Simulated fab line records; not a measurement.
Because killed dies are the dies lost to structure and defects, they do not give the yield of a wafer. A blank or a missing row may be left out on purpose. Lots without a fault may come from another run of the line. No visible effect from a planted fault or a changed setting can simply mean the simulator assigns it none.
Problem report in the 8D (eight disciplines) form, filled by code    flow sky130    the parts of the form that need people (team, actions taken, sign-off) are left out

1. WHAT IS WRONG
Wafers without a fault read 119.11 s, standard deviation 0.19; run_length_s at SKY_POLY_CUT_SOFTBAKE_04 reads a mean of 124.63 s on 6 wafers belonging to 2 lots. Measured from the usual mean, that is +29 standard deviations.
The step: time 90 s.
The first sign was on wafer L231.1 at day 28 19:00, on litho_track-04. The record holds 36 wafers of 12 lots with a number at this step. Rule for "out", or "out of limits": more than 4 standard deviations from the usual mean. The rest of the wafers with a number are treated as sound.

2. WHAT IT IS; WHAT IT IS NOT
question                     is                      is not
which readings at this step  run_length_s            -
which lots                   L231, L233              L220, L221, L222, L223, L224, L227, L235, L236, L239, L240
which wafers of those lots   all that have a number  -
read on which tools          litho_track-04          litho_track-02, litho_track-03
when                         from day 28 19:00       up to then (18 sound wafers); but 12 sound wafers of L235, L236, L239, L240 came after

3. SUSPECTS, AND WHAT RULES EACH OUT
Counting: a tool at any process step up to the reading remains a suspect when it ran all the lots that are out and ran no sound lot after the first of those.
- litho_track-04 at SKY_POLY_CUT_SOFTBAKE_04 (time 90 s): kept. Every lot that is out went through it, starting with L231 (day 28 19:00), and after that it ran no sound lot; the last sound lot it ran before then is L221 (day 24 09:00). On those wafers its own readings are out: run_length_s.
After counting, what remains is litho_track-04 at SKY_POLY_CUT_SOFTBAKE_04.

4. THE CAUSE (what the simulator had put in)
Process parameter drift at SKY_POLY_CUT_SOFTBAKE_04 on litho_track-04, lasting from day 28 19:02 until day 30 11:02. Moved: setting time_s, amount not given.
After counting, this tool was the only one left.

5. THE EFFECT CHAIN, in route order
Rows list readings where the struck wafers' mean (over those with a number) sits beyond 3 standard deviations from the usual. Only readings for which the record gives a usual standard deviation are gone through. hours: the time from each lot's start at the first step in this table that gives one to its start at this step, as a median over the lots. sigmas: the change in usual standard deviations.
hours  step                      reading       usual     on struck wafers  change  sigmas
0      SKY_POLY_CUT_SOFTBAKE_04  run_length_s  119.11 s  124.63            +5.52   +29
It contains these process steps:
- SKY_POLY_CUT_SOFTBAKE_04: time 90 s.

6. WHAT WOULD HAVE CAUGHT IT SOONER
In this record the first reading out of limits was taken at day 28 19:00.
